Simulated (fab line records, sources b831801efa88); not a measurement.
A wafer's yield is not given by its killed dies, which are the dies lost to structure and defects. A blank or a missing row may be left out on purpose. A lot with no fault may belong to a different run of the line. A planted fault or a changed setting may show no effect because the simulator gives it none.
What tool caused it? || flow gf180mcu || 11 lots with 33 wafers sampled at 6 steps, on a route of 602 steps

== WHAT EACH GAUGE READ, for each wafer ==
GF_V1_THK_MEAS_01. Usual: V1_CVD_00_THK 599 nm, standard deviation 6.3.
{"lot": "L385", "measured": "day 16 11:16", "on": "film_metro-01", "V1_CVD_00_THK (nm)": "608 615 606", "flag": ""}
{"lot": "L386", "measured": "day 16 18:16", "on": "film_metro-04", "V1_CVD_00_THK (nm)": "606 604 607", "flag": ""}
{"lot": "L388", "measured": "day 17 20:32", "on": "film_metro-01", "V1_CVD_00_THK (nm)": "599 602 600", "flag": ""}
{"lot": "L387", "measured": "day 17 22:02", "on": "film_metro-01", "V1_CVD_00_THK (nm)": "597 599 591", "flag": ""}
{"lot": "L390", "measured": "day 18 17:05", "on": "film_metro-04", "V1_CVD_00_THK (nm)": "602 596 596", "flag": ""}
{"lot": "L391", "measured": "day 18 23:13", "on": "film_metro-03", "V1_CVD_00_THK (nm)": "602 611 599", "flag": ""}
{"lot": "L392", "measured": "day 19 17:52", "on": "film_metro-01", "V1_CVD_00_THK (nm)": "604 601 600", "flag": ""}
{"lot": "L393", "measured": "day 19 21:07", "on": "film_metro-03", "V1_CVD_00_THK (nm)": "600 605 600", "flag": ""}
{"lot": "L398", "measured": "day 21 16:37", "on": "film_metro-01", "V1_CVD_00_THK (nm)": "604 601 594", "flag": ""}
{"lot": "L399", "measured": "day 21 18:26", "on": "film_metro-01", "V1_CVD_00_THK (nm)": "604 595 599", "flag": ""}
{"lot": "L404", "measured": "day 23 13:43", "on": "film_metro-01", "V1_CVD_00_THK (nm)": "598 600 599", "flag": ""}

GF_M2_RS_MEAS_05: a four-point-probe measurement. Usual: M2_ALCU_RS 0.0696 ohm/sq, standard deviation 0.0008.
{"lot": "L385", "measured": "day 17 12:09", "on": "film_metro-01", "M2_ALCU_RS (ohm/sq)": "0.0689 0.0691 0.0690", "flag": ""}
{"lot": "L386", "measured": "day 17 18:36", "on": "film_metro-02", "M2_ALCU_RS (ohm/sq)": "0.0689 0.0687 0.0684", "flag": ""}
{"lot": "L388", "measured": "day 18 23:40", "on": "film_metro-02", "M2_ALCU_RS (ohm/sq)": "0.0683 0.0693 0.0697", "flag": ""}
{"lot": "L387", "measured": "day 19 00:34", "on": "film_metro-01", "M2_ALCU_RS (ohm/sq)": "0.0700 0.0695 0.0706", "flag": ""}
{"lot": "L390", "measured": "day 19 19:02", "on": "film_metro-01", "M2_ALCU_RS (ohm/sq)": "0.0688 0.0688 0.0693", "flag": ""}
{"lot": "L391", "measured": "day 20 00:21", "on": "film_metro-02", "M2_ALCU_RS (ohm/sq)": "0.0703 0.0704 0.0696", "flag": ""}
{"lot": "L392", "measured": "day 20 17:55", "on": "film_metro-02", "M2_ALCU_RS (ohm/sq)": "0.0700 0.0696 0.0698", "flag": ""}
{"lot": "L393", "measured": "day 20 22:40", "on": "film_metro-02", "M2_ALCU_RS (ohm/sq)": "0.0709 0.0697 0.0708", "flag": ""}
{"lot": "L398", "measured": "day 22 19:12", "on": "film_metro-04", "M2_ALCU_RS (ohm/sq)": "0.0695 0.0698 0.0690", "flag": ""}
{"lot": "L399", "measured": "day 22 20:46", "on": "film_metro-01", "M2_ALCU_RS (ohm/sq)": "0.0601 0.0605 0.0607", "flag": "OFF"}
{"lot": "L404", "measured": "day 24 14:25", "on": "film_metro-01", "M2_ALCU_RS (ohm/sq)": "0.0606 0.0605 0.0602", "flag": "OFF"}

GF_M2_THK_MEAS_06: measures by xrf. Usual: M2_ALCU_THK 455 nm, standard deviation 5.5.
{"lot": "L385", "measured": "day 17 12:16", "on": "film_metro-01", "M2_ALCU_THK (nm)": "458 456 457", "flag": ""}
{"lot": "L386", "measured": "day 17 18:43", "on": "film_metro-02", "M2_ALCU_THK (nm)": "460 461 463", "flag": ""}
{"lot": "L388", "measured": "day 18 23:46", "on": "film_metro-02", "M2_ALCU_THK (nm)": "465 457 455", "flag": ""}
{"lot": "L387", "measured": "day 19 00:41", "on": "film_metro-01", "M2_ALCU_THK (nm)": "450 451 445", "flag": ""}
{"lot": "L390", "measured": "day 19 19:09", "on": "film_metro-01", "M2_ALCU_THK (nm)": "456 456 453", "flag": ""}
{"lot": "L391", "measured": "day 20 00:28", "on": "film_metro-02", "M2_ALCU_THK (nm)": "451 451 459", "flag": ""}
{"lot": "L392", "measured": "day 20 18:01", "on": "film_metro-02", "M2_ALCU_THK (nm)": "456 459 455", "flag": ""}
{"lot": "L393", "measured": "day 20 22:47", "on": "film_metro-02", "M2_ALCU_THK (nm)": "448 455 448", "flag": ""}
{"lot": "L398", "measured": "day 22 19:19", "on": "film_metro-04", "M2_ALCU_THK (nm)": "455 454 458", "flag": ""}
{"lot": "L399", "measured": "day 22 20:52", "on": "film_metro-01", "M2_ALCU_THK (nm)": "522 519 516", "flag": "OFF"}
{"lot": "L404", "measured": "day 24 14:32", "on": "film_metro-01", "M2_ALCU_THK (nm)": "519 515 518", "flag": "OFF"}

== EACH LOT AND THE TOOL THAT RAN IT (in order: tool; ch and the chambers of the sampled wafers; start) ==
{"lot": "L385", "GF_M1_METAL_ETCH_16": "rie_metal-04 ch 0,1, day 16 10:30", "GF_V1_CVD_02": "pecvd-01 ch 0,1,2, day 16 11:20", "GF_M2_SPUTTER_02": "pvd_sputter-03, day 17 12:04"}
{"lot": "L386", "GF_M1_METAL_ETCH_16": "rie_metal-04 ch 0,1, day 16 17:30", "GF_V1_CVD_02": "pecvd-04 ch 1,2, day 16 18:19", "GF_M2_SPUTTER_02": "pvd_sputter-03, day 17 18:31"}
{"lot": "L388", "GF_M1_METAL_ETCH_16": "rie_metal-02 ch 0,1, day 17 19:46", "GF_V1_CVD_02": "pecvd-01 ch 1,2, day 17 20:35", "GF_M2_SPUTTER_02": "pvd_sputter-02, day 18 23:33"}
{"lot": "L387", "GF_M1_METAL_ETCH_16": "rie_metal-02 ch 0,1, day 17 21:18", "GF_V1_CVD_02": "pecvd-04 ch 0,1,2, day 17 22:05", "GF_M2_SPUTTER_02": "pvd_sputter-02, day 19 00:28"}
{"lot": "L390", "GF_M1_METAL_ETCH_16": "rie_metal-03 ch 0,1, day 18 16:21", "GF_V1_CVD_02": "pecvd-03 ch 1,2, day 18 17:08", "GF_M2_SPUTTER_02": "pvd_sputter-03, day 19 18:56"}
{"lot": "L391", "GF_M1_METAL_ETCH_16": "rie_metal-04 ch 1, day 18 22:23", "GF_V1_CVD_02": "pecvd-04 ch 1,2, day 18 23:16", "GF_M2_SPUTTER_02": "pvd_sputter-04, day 20 00:14"}
{"lot": "L392", "GF_M1_METAL_ETCH_16": "rie_metal-03 ch 0,1, day 19 17:05", "GF_V1_CVD_02": "pecvd-01 ch 0,2, day 19 17:55", "GF_M2_SPUTTER_02": "pvd_sputter-03, day 20 17:48"}
{"lot": "L393", "GF_M1_METAL_ETCH_16": "rie_metal-03 ch 0,1, day 19 20:20", "GF_V1_CVD_02": "pecvd-03 ch 0,1,2, day 19 21:10", "GF_M2_SPUTTER_02": "pvd_sputter-02, day 20 22:35"}
{"lot": "L398", "GF_M1_METAL_ETCH_16": "rie_metal-03 ch 1, day 21 15:44", "GF_V1_CVD_02": "pecvd-01 ch 0,2, day 21 16:40", "GF_M2_SPUTTER_02": "pvd_sputter-03, day 22 19:07"}
{"lot": "L399", "GF_M1_METAL_ETCH_16": "rie_metal-02 ch 0, day 21 17:20", "GF_V1_CVD_02": "pecvd-01 ch 0,2, day 21 18:29", "GF_M2_SPUTTER_02": "pvd_sputter-03, day 22 20:39"}
{"lot": "L404", "GF_M1_METAL_ETCH_16": "rie_metal-02 ch 0,1, day 23 12:56", "GF_V1_CVD_02": "pecvd-01 ch 0,1,2, day 23 13:47", "GF_M2_SPUTTER_02": "pvd_sputter-03, day 24 14:19"}
- GF_M1_METAL_ETCH_16: etches the open film in Cl2/BCl3, stops on SiO2, target depth 750.8 nm, time 125.1 s.
- GF_V1_CVD_02: deposits SiO2 from TEOS, target thk 850 nm, time 94.851 s.
- GF_M2_SPUTTER_02: material AlCu, target thk 450 nm, time 23.9 s.

== WHAT THE TOOLS THEMSELVES READ (means of the sampled wafers that have a number; where no wafer has one, the mark that the record gives instead) ==
GF_M1_METAL_ETCH_16. Usual: chamber_pressure_mTorr 8.001 mTorr, standard deviation 0.0075; drypump_motor_current_A 6.02 A, standard deviation 0.26; oes_product_au 0.989 a.u., standard deviation 0.0051; throttle_valve_pct 28.230 %, standard deviation 0.01.
{"lot": "L385", "tool": "rie_metal-04", "chamber_pressure_mTorr (mTorr)": 7.998, "drypump_motor_current_A (A)": 6.34, "oes_product_au (a.u.)": 0.990, "throttle_valve_pct (%)": 28.233, "flag": ""}
{"lot": "L386", "tool": "rie_metal-04", "chamber_pressure_mTorr (mTorr)": 8.005, "drypump_motor_current_A (A)": 6.34, "oes_product_au (a.u.)": 0.993, "throttle_valve_pct (%)": 28.231, "flag": ""}
{"lot": "L388", "tool": "rie_metal-02", "chamber_pressure_mTorr (mTorr)": 7.999, "drypump_motor_current_A (A)": 5.76, "oes_product_au (a.u.)": 0.988, "throttle_valve_pct (%)": 28.226, "flag": ""}
{"lot": "L387", "tool": "rie_metal-02", "chamber_pressure_mTorr (mTorr)": 8.005, "drypump_motor_current_A (A)": 5.79, "oes_product_au (a.u.)": 0.981, "throttle_valve_pct (%)": 28.238, "flag": ""}
{"lot": "L390", "tool": "rie_metal-03", "chamber_pressure_mTorr (mTorr)": 8.008, "drypump_motor_current_A (A)": 5.83, "oes_product_au (a.u.)": 0.990, "throttle_valve_pct (%)": 28.228, "flag": ""}
{"lot": "L391", "tool": "rie_metal-04", "chamber_pressure_mTorr (mTorr)": 8.003, "drypump_motor_current_A (A)": 6.34, "oes_product_au (a.u.)": 0.993, "throttle_valve_pct (%)": 28.221, "flag": ""}
{"lot": "L392", "tool": "rie_metal-03", "chamber_pressure_mTorr (mTorr)": 7.990, "drypump_motor_current_A (A)": 5.92, "oes_product_au (a.u.)": 0.989, "throttle_valve_pct (%)": 28.236, "flag": ""}
{"lot": "L393", "tool": "rie_metal-03", "chamber_pressure_mTorr (mTorr)": 8.002, "drypump_motor_current_A (A)": 5.88, "oes_product_au (a.u.)": 0.993, "throttle_valve_pct (%)": 28.231, "flag": ""}
{"lot": "L398", "tool": "rie_metal-03", "chamber_pressure_mTorr (mTorr)": 8.001, "drypump_motor_current_A (A)": 5.78, "oes_product_au (a.u.)": 0.989, "throttle_valve_pct (%)": 28.244, "flag": ""}
{"lot": "L399", "tool": "rie_metal-02", "chamber_pressure_mTorr (mTorr)": 8.005, "drypump_motor_current_A (A)": 5.73, "oes_product_au (a.u.)": 0.989, "throttle_valve_pct (%)": 28.229, "flag": ""}
{"lot": "L404", "tool": "rie_metal-02", "chamber_pressure_mTorr (mTorr)": 7.997, "drypump_motor_current_A (A)": 5.80, "oes_product_au (a.u.)": 0.982, "throttle_valve_pct (%)": 28.236, "flag": ""}

GF_V1_CVD_02. Usual: heater_power_w 657 W, standard deviation 85.
{"lot": "L385", "tool": "pecvd-01", "heater_power_w (W)": 594, "flag": ""}
{"lot": "L386", "tool": "pecvd-04", "heater_power_w (W)": 736, "flag": ""}
{"lot": "L388", "tool": "pecvd-01", "heater_power_w (W)": 669, "flag": ""}
{"lot": "L387", "tool": "pecvd-04", "heater_power_w (W)": 688, "flag": ""}
{"lot": "L390", "tool": "pecvd-03", "heater_power_w (W)": 673, "flag": ""}
{"lot": "L391", "tool": "pecvd-04", "heater_power_w (W)": 719, "flag": ""}
{"lot": "L392", "tool": "pecvd-01", "heater_power_w (W)": 618, "flag": ""}
{"lot": "L393", "tool": "pecvd-03", "heater_power_w (W)": 654, "flag": ""}
{"lot": "L398", "tool": "pecvd-01", "heater_power_w (W)": 612, "flag": ""}
{"lot": "L399", "tool": "pecvd-01", "heater_power_w (W)": 574, "flag": ""}
{"lot": "L404", "tool": "pecvd-01", "heater_power_w (W)": 657, "flag": ""}

GF_M2_SPUTTER_02. Usual: cathode_dc_power_W 10600 W, standard deviation 2; throttle_valve_pct 30.3 %, standard deviation 0.97.
{"lot": "L385", "tool": "pvd_sputter-03", "cathode_dc_power_W (W)": 10598, "throttle_valve_pct (%)": 30.8, "flag": ""}
{"lot": "L386", "tool": "pvd_sputter-03", "cathode_dc_power_W (W)": 10599, "throttle_valve_pct (%)": 31.1, "flag": ""}
{"lot": "L388", "tool": "pvd_sputter-02", "cathode_dc_power_W (W)": 10598, "throttle_valve_pct (%)": 30.1, "flag": ""}
{"lot": "L387", "tool": "pvd_sputter-02", "cathode_dc_power_W (W)": 10599, "throttle_valve_pct (%)": 28.8, "flag": ""}
{"lot": "L390", "tool": "pvd_sputter-03", "cathode_dc_power_W (W)": 10602, "throttle_valve_pct (%)": 31.0, "flag": ""}
{"lot": "L391", "tool": "pvd_sputter-04", "cathode_dc_power_W (W)": 10601, "throttle_valve_pct (%)": 30.5, "flag": ""}
{"lot": "L392", "tool": "pvd_sputter-03", "cathode_dc_power_W (W)": 10600, "throttle_valve_pct (%)": 30.3, "flag": ""}
{"lot": "L393", "tool": "pvd_sputter-02", "cathode_dc_power_W (W)": 10599, "throttle_valve_pct (%)": 29.8, "flag": ""}
{"lot": "L398", "tool": "pvd_sputter-03", "cathode_dc_power_W (W)": 10600, "throttle_valve_pct (%)": 30.9, "flag": ""}
{"lot": "L399", "tool": "pvd_sputter-03", "cathode_dc_power_W (W)": 12130, "throttle_valve_pct (%)": 30.6, "flag": "OFF"}
{"lot": "L404", "tool": "pvd_sputter-03", "cathode_dc_power_W (W)": 12128, "throttle_valve_pct (%)": 31.4, "flag": "OFF"}

== THE ANSWER, worked out from the rows above alone ==
Rule: lot off if the mean of its wafers having a number is beyond 3 standard deviations from the usual mean. A lot without any number at a reading at which 4 lots or more have one is off too. All remaining lots with rows at the step are treated as sound. Order of review: gauges by route order, followed by the tools' own readings, for which a lot's mean as printed above is used. At the first step where some lot is off, the reading lying furthest off is the one used; lots without a number count as furthest.
Off: L399, L404, seen at GF_M2_RS_MEAS_05 (M2_ALCU_RS).
If a tool, at a process step before that reading, ran all the lots that are off and no sound lot after the first of them, it fits. Not tried: the gauges at GF_M2_RS_MEAS_05; whatever is off there is also off at GF_M2_SPUTTER_02, on other tools, and gauge error can't account for it. Can't be told from this: 3 tools fit, rie_metal-02 at GF_M1_METAL_ETCH_16, pecvd-01 at GF_V1_CVD_02, pvd_sputter-03 at GF_M2_SPUTTER_02.

== WHAT THE SIMULATOR HAD INSERTED ==
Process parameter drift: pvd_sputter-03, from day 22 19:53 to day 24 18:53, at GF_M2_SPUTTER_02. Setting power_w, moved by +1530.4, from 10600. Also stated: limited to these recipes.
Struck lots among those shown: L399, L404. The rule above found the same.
